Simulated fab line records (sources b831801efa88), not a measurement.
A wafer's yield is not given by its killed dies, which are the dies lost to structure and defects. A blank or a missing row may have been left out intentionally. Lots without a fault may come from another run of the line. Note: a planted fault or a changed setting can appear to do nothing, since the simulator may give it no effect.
fab line records	flow gf180mcu
record: lots: 12	wafers: 36	last-day: 34
route steps=602 shown LVPWELL@61 VT_IMPLANT@119 DUAL_GATE@154
lots with no fault: from the same line, run without faults
start-h: hours from the record's first day to the start of the lot's first wafer shown	wait-h: hours since the lot's step before	" repeats the value in the row above	L1.1+2: several wafers, shown together as one row	- no value, or no start was given	* or withheld: withheld	< > ~ a bound
route shown NAME@n: names a module that has steps shown in the file, with the first one's number in the route	usual: mean/standard deviation of fault-free wafers	same: alike in all rows	chamber/n: place in a boat	sites: readings site by site	_std_site: the values' standard deviation	_edge_site: mean of outer sites minus mean of inner sites	radius-mm: how far each site lies from the wafer's centre	mask NAME#n: copy n	behind: the last tool/chamber to shape the wafer	hold: why the lot was held/for how many hours/how that ended	device: the n, p or np transistor that did not switch	end of line: tests run on the same wafers once the route is complete	a step with no rows: only its recipe	killed: at the first sort, the dies lost to defects and structure; wafer yield is something else	map: dies across one wafer; x = killed, . = not, _ = none there
set.NAME: setting as actually run; set.NAME@STEP: the setting as run at that earlier step	model.NAME: the simulator's own value behind a step, which no gauge read
a sample of lots followed through the steps of the route, with each step as a table and each wafer as a row
services: from which hour (start-h, from the record's first day; less than 0 if before it) a tool's chamber was out of use, for how many hours, and why
== steps ==
step: GF_LVPWELL_OVL_MEAS_07
usual: LVPWELL_OVL: -0.1/1.3
lot.wafer	tool	chamber	start-h	wait-h	LVPWELL_OVL[nm]
L541.3	overlay-02	-	68.55	-	1.2
L541.4	"	-	"	"	0.8
L541.6	"	-	"	"	0.4
L542.2	overlay-02	-	74.88	-	-1.7
L542.4	"	-	"	"	-2.7
L542.5	"	-	"	"	-1.3
L543.3	overlay-02	-	79.27	-	-0.5
L543.5	"	-	"	"	-0.3
L543.6	"	-	"	"	-1.6
L545.1	overlay-02	-	90.72	-	0.6
L545.3	"	-	"	"	0.7
L545.4	"	-	"	"	-0.4
L546.2	overlay-02	-	96.36	-	0.1
L546.3	"	-	"	"	-0.9
L546.5	"	-	"	"	-0.6
L547.2	overlay-01	-	101.88	-	2.5
L547.4	"	-	"	"	1.2
L547.6	"	-	"	"	1.4
L553.1	overlay-02	-	136.37	-	0.1
L553.4	"	-	"	"	0.8
L553.6	"	-	"	"	1.0
L559.1	overlay-01	-	169.72	-	0.0
L559.2	"	-	"	"	-0.4
L559.4	"	-	"	"	1.6
L560.3	overlay-02	-	176.92	-	-1.2
L560.4	"	-	"	"	-0.9
L560.6	"	-	"	"	0.3
L561.3	overlay-02	-	181.47	-	-2.5
L561.4	"	-	"	"	-1.0
L561.5	"	-	"	"	-1.1
L563.1	overlay-01	-	193.94	-	2.1
L563.5	"	-	"	"	-1.0
L563.6	"	-	"	"	0.4
L564.3	overlay-02	-	198.40	-	-0.4
L564.4	"	-	"	"	0.3
L564.6	"	-	"	"	0.2
step: GF_LVPWELL_IMPLANT_09
recipe: species: B	energy-kev: 60	dose-cm2: 5e+12	tilt-deg: 0
usual: tilt-deg: -0.004/0.021
same: implant-ion-amu: 11
lot.wafer	tool	chamber	start-h	wait-h	tilt-deg
L541.3	implanter-01	0	68.78	0.1	0.004
L541.4	"	0	"	"	0.001
L541.6	"	0	"	"	-0.002
L542.2	implanter-02	0	75.08	0.1	0.013
L542.4	"	0	"	"	0.004
L542.5	"	0	"	"	0.014
L543.3	implanter-02	0	79.50	0.1	0.020
L543.5	"	0	"	"	-0.013
L543.6	"	0	"	"	-0.011
L545.1	implanter-02	0	90.91	0.1	5.955
L545.3	"	0	"	"	5.970
L545.4	"	0	"	"	5.991
L546.2	implanter-02	0	96.57	0.1	5.990
L546.3	"	0	"	"	5.949
L546.5	"	0	"	"	5.983
L547.2	implanter-02	0	102.08	0.1	5.979
L547.4	"	0	"	"	5.975
L547.6	"	0	"	"	5.970
L553.1	implanter-03	0	136.56	0.1	0.020
L553.4	"	0	"	"	0.033
L553.6	"	0	"	"	-0.003
L559.1	implanter-01	0	169.90	0.1	0.001
L559.2	"	0	"	"	-0.007
L559.4	"	0	"	"	0.008
L560.3	implanter-01	0	177.14	0.1	0.001
L560.4	"	0	"	"	-0.024
L560.6	"	0	"	"	-0.004
L561.3	implanter-03	0	181.69	0.1	0.025
L561.4	"	0	"	"	-0.019
L561.5	"	0	"	"	-0.024
L563.1	implanter-03	0	194.13	0.1	-0.006
L563.5	"	0	"	"	-0.021
L563.6	"	0	"	"	0.017
L564.3	implanter-01	0	198.63	0.1	-0.036
L564.4	"	0	"	"	0.026
L564.6	"	0	"	"	0.005
step: GF_LVPWELL_TW_MEAS_11
usual: LVPWELL_TW: 553/4.5
lot.wafer	tool	chamber	start-h	wait-h	LVPWELL_TW
L541.3	film-metro-04	-	69.00	0.1	546
L541.4	"	-	"	"	548
L541.6	"	-	"	"	545
L542.2	film-metro-03	-	75.32	0.1	559
L542.4	"	-	"	"	560
L542.5	"	-	"	"	560
L543.3	film-metro-03	-	79.72	0.1	559
L543.5	"	-	"	"	560
L543.6	"	-	"	"	560
L545.1	film-metro-04	-	91.16	0.1	562
L545.3	"	-	"	"	564
L545.4	"	-	"	"	561
L546.2	film-metro-04	-	96.80	0.1	567
L546.3	"	-	"	"	566
L546.5	"	-	"	"	565
L547.2	film-metro-03	-	102.32	0.1	565
L547.4	"	-	"	"	568
L547.6	"	-	"	"	571
L553.1	film-metro-04	-	136.81	0.1	552
L553.4	"	-	"	"	552
L553.6	"	-	"	"	547
L559.1	film-metro-03	-	170.15	0.1	555
L559.2	"	-	"	"	557
L559.4	"	-	"	"	555
L560.3	film-metro-03	-	177.36	0.1	559
L560.4	"	-	"	"	558
L560.6	"	-	"	"	559
L561.3	film-metro-03	-	181.91	0.1	559
L561.4	"	-	"	"	560
L561.5	"	-	"	"	560
L563.1	film-metro-04	-	194.38	0.1	554
L563.5	"	-	"	"	551
L563.6	"	-	"	"	551
L564.3	film-metro-04	-	198.85	0.1	552
L564.4	"	-	"	"	554
L564.6	"	-	"	"	553
step: GF_VT_IMPLANT_OVL_MEAS_29
usual: VT_IMPLANT_02_OVL: 0.1/1.3
lot.wafer	tool	chamber	start-h	wait-h	VT_IMPLANT_02_OVL[nm]
L541.3	overlay-02	-	140.61	0.1	1.9
L541.4	"	-	"	"	0.8
L541.6	"	-	"	"	2.0
L542.2	overlay-02	-	146.95	0.1	-1.9
L542.4	"	-	"	"	-1.8
L542.5	"	-	"	"	-2.0
L543.3	overlay-01	-	151.91	0.1	1.9
L543.5	"	-	"	"	0.4
L543.6	"	-	"	"	1.8
L545.1	overlay-01	-	165.50	0.1	0.7
L545.3	"	-	"	"	1.9
L545.4	"	-	"	"	0.6
L546.2	overlay-01	-	173.35	0.1	0.3
L546.3	"	-	"	"	1.2
L546.5	"	-	"	"	1.9
L547.2	overlay-01	-	179.50	0.1	1.3
L547.4	"	-	"	"	-0.1
L547.6	"	-	"	"	-0.8
L553.1	overlay-01	-	219.02	0.1	0.4
L553.4	"	-	"	"	-0.1
L553.6	"	-	"	"	0.6
L559.1	overlay-02	-	257.24	0.1	-2.8
L559.2	"	-	"	"	-0.7
L559.4	"	-	"	"	-1.2
L560.3	overlay-02	-	264.58	0.1	2.3
L560.4	"	-	"	"	1.7
L560.6	"	-	"	"	2.5
L561.3	overlay-02	-	269.90	0.1	1.6
L561.4	"	-	"	"	1.4
L561.5	"	-	"	"	2.9
L563.1	overlay-02	-	284.64	0.1	0.9
L563.5	"	-	"	"	0.2
L563.6	"	-	"	"	0.8
L564.3	overlay-02	-	290.43	0.1	-1.9
L564.4	"	-	"	"	0.3
L564.6	"	-	"	"	-0.8
step: GF_VT_IMPLANT_RS_MEAS_48
recipe: thk-meas-gauge: four-point-probe
usual: LVPWELL_RS: 1196/3.1
lot.wafer	tool	chamber	start-h	wait-h	LVPWELL_RS[ohm/sq]
L541.3	film-metro-04	-	156.90	0.1	1200
L541.4	"	-	"	"	1200
L541.6	"	-	"	"	1198
L542.2	film-metro-04	-	163.70	0.1	1195
L542.4	"	-	"	"	1193
L542.5	"	-	"	"	1194
L543.3	film-metro-03	-	169.12	0.1	1195
L543.5	"	-	"	"	1192
L543.6	"	-	"	"	1195
L545.1	film-metro-02	-	182.53	0.1	1169
L545.3	"	-	"	"	1168
L545.4	"	-	"	"	1168
L546.2	film-metro-02	-	190.20	0.1	1168
L546.3	"	-	"	"	1171
L546.5	"	-	"	"	1169
L547.2	film-metro-03	-	197.02	0.1	1167
L547.4	"	-	"	"	1166
L547.6	"	-	"	"	1165
L553.1	film-metro-04	-	237.93	0.1	1191
L553.4	"	-	"	"	1196
L553.6	"	-	"	"	1192
L559.1	film-metro-04	-	277.20	0.1	1195
L559.2	"	-	"	"	1196
L559.4	"	-	"	"	1195
L560.3	film-metro-04	-	284.77	0.1	1194
L560.4	"	-	"	"	1194
L560.6	"	-	"	"	1195
L561.3	film-metro-03	-	290.25	0.1	1194
L561.4	"	-	"	"	1195
L561.5	"	-	"	"	1191
L563.1	film-metro-04	-	305.38	0.1	1194
L563.5	"	-	"	"	1197
L563.6	"	-	"	"	1195
L564.3	film-metro-03	-	312.26	0.1	1193
L564.4	"	-	"	"	1194
L564.6	"	-	"	"	1192
step: GF_DUAL_GATE_STRIP_13
recipe: chemistry: O2/N2	power-w: 1400	pressure-mtorr: 1500	platen-temp-c: 250	o2-flow-sccm: 3000	n2-flow-sccm: 300	overash-fraction: 0.5
usual: chamber-pressure-mTorr: 1500.0/1.5	drypump-motor-current-A: 5.6/0.37	heater-power-w: 323/33	oes-product-au: 0.716/0.0049	strip-time-to-endpoint-s: 12.62/0.032
lot.wafer	tool	chamber	start-h	wait-h	chamber-pressure-mTorr	drypump-motor-current-A	heater-power-w	oes-product-au	rf-hours-counter-h	strip-time-to-endpoint-s
L541.3	plasma-asher-01	1	175.04	0.0	1497.6	5.4	335	0.704	-	12.63
L541.4	"	0	"	"	1500.4	5.5	337	0.715	-	12.65
L541.6	"	0	"	"	1500.1	5.5	341	0.718	-	12.64
L542.2	plasma-asher-01	1	182.21	0.0	1500.1	5.4	327	0.708	40	12.58
L542.4	"	0	"	"	1502.1	5.5	347	0.717	-	12.63
L542.5	"	0	"	"	1500.7	5.5	355	0.713	-	12.58
L543.3	plasma-asher-04	1	187.26	0.0	1499.8	5.3	292	0.716	-	12.67
L543.5	"	1	"	"	1501.6	5.3	292	0.717	-	12.65
L543.6	"	0	"	"	1503.4	5.4	284	0.717	-	12.63
L545.1	plasma-asher-01	1	202.61	0.0	1499.8	5.4	327	0.713	42	12.61
L545.3	"	1	"	"	1499.7	5.4	335	0.715	-	12.62
L545.4	"	0	"	"	1499.7	5.5	350	0.720	-	12.68
L546.2	plasma-asher-04	1	212.18	0.0	1497.7	5.3	295	0.720	11	12.68
L546.3	"	0	"	"	1501.0	5.4	279	0.709	-	12.65
L546.5	"	1	"	"	1503.5	5.3	292	0.719	-	12.64
L547.2	plasma-asher-03	1	221.28	0.0	1502.6	5.5	323	0.709	54	12.63
L547.4	"	1	"	"	1498.7	5.5	323	0.716	-	12.56
L547.6	"	0	"	"	1500.7	6.5	380	0.717	-	12.59
L553.1	plasma-asher-04	1	257.78	0.0	1499.0	5.3	282	0.718	16	12.58
L553.4	"	1	"	"	1498.5	5.3	285	0.711	-	12.64
L553.6	"	1	"	"	1501.0	5.3	288	0.710	-	12.65
L559.1	plasma-asher-01	1	299.22	0.0	1499.8	5.4	343	0.717	51	12.62
L559.2	"	0	"	"	1498.4	5.5	348	0.713	51	12.59
L559.4	"	0	"	"	1498.7	5.5	341	0.720	-	12.58
L560.3	plasma-asher-04	0	308.47	0.0	1499.7	5.4	284	0.710	-	12.61
L560.4	"	1	"	"	1498.8	5.3	294	0.723	-	12.67
L560.6	"	0	"	"	1499.2	5.4	285	0.712	-	12.63
L561.3	plasma-asher-03	1	312.32	0.0	1500.6	5.4	319	0.717	-	12.60
L561.4	"	0	"	"	1500.6	6.5	381	0.723	-	12.64
L561.5	"	1	"	"	1499.9	5.5	318	0.718	-	12.58
L563.1	plasma-asher-01	0	328.18	0.0	1497.9	5.6	356	0.714	54	12.65
L563.5	"	1	"	"	1499.6	5.5	336	0.715	-	12.63
L563.6	"	0	"	"	1500.6	5.5	349	0.714	-	12.63
L564.3	plasma-asher-04	1	335.14	0.0	1499.5	5.3	290	0.722	-	12.63
L564.4	"	0	"	"	1498.7	5.4	278	0.722	-	12.64
L564.6	"	1	"	"	1499.9	5.3	296	0.713	-	12.65
== services ==
tool	chamber	start-h	hours	kind
plasma-asher-03	-	61.93	1.7	repair
implanter-01	-	62.58	5.0	pm
plasma-asher-01	-	95.61	1.9	repair
plasma-asher-01	-	95.69	0.6	repair
implanter-01	-	103.79	4.9	pm
plasma-asher-04	-	108.75	9.0	pm
plasma-asher-04	0	108.75	9.0	vent-cycle
plasma-asher-04	1	108.75	9.0	vent-cycle
implanter-03	-	114.18	3.5	repair
plasma-asher-03	-	124.87	4.0	repair
implanter-02	-	163.13	3.6	repair
implanter-03	-	164.17	5.4	pm
plasma-asher-03	-	168.31	15.6	pm
implanter-03	-	169.55	6.6	pm
implanter-02	-	181.83	2.6	pm
plasma-asher-03	-	183.91	14.6	pm
implanter-03	-	191.12	0.8	repair
plasma-asher-03	-	198.51	2.8	pm
implanter-02	-	225.22	2.5	repair
implanter-01	-	238.90	3.0	repair
implanter-03	-	272.57	2.0	repair
plasma-asher-01	-	297.32	0.3	repair
implanter-02	-	313.23	2.6	repair
implanter-01	-	332.66	0.5	repair
== key ==
first-sign: step: GF_LVPWELL_IMPLANT_09	reading: tilt-deg	direction: up	sigmas: 99+	usual: -0.004	struck: 5.974
effect: step: GF_LVPWELL_TW_MEAS_11	reading: LVPWELL_TW	direction: up	sigmas: 2.7	usual: 553	struck: 566
effect: step: GF_VT_IMPLANT_RS_MEAS_48	reading: LVPWELL_RS	direction: down	sigmas: 8.9	usual: 1196	struck: 1168
met-at GF_LVPWELL_IMPLANT_09
struck-lots L545,L546,L547
tester-left-out L545,L546,L547
not-acting-at GF_LVPWELL_OVL_MEAS_07,GF_VT_IMPLANT_OVL_MEAS_29,GF_DUAL_GATE_STRIP_13
onset-between 79.50 90.91
fault: kind: process-parameter-drift	tool: implanter-02	chamber: -	onset-h: 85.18	steps: GF_LVPWELL_IMPLANT_09	channel: tilt-deg	offset: 5.9694	shape: step	end-h: 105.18	acts-in: these-recipes-only	stated: 0
tester-left-out: of these lots the tester's yield and bins aren't shown, on N5 and GAA mostly nor the transistor test; their killed dies are dies lost to structure and defects alone, not to doping, threshold or leakage, so they don't give the yield
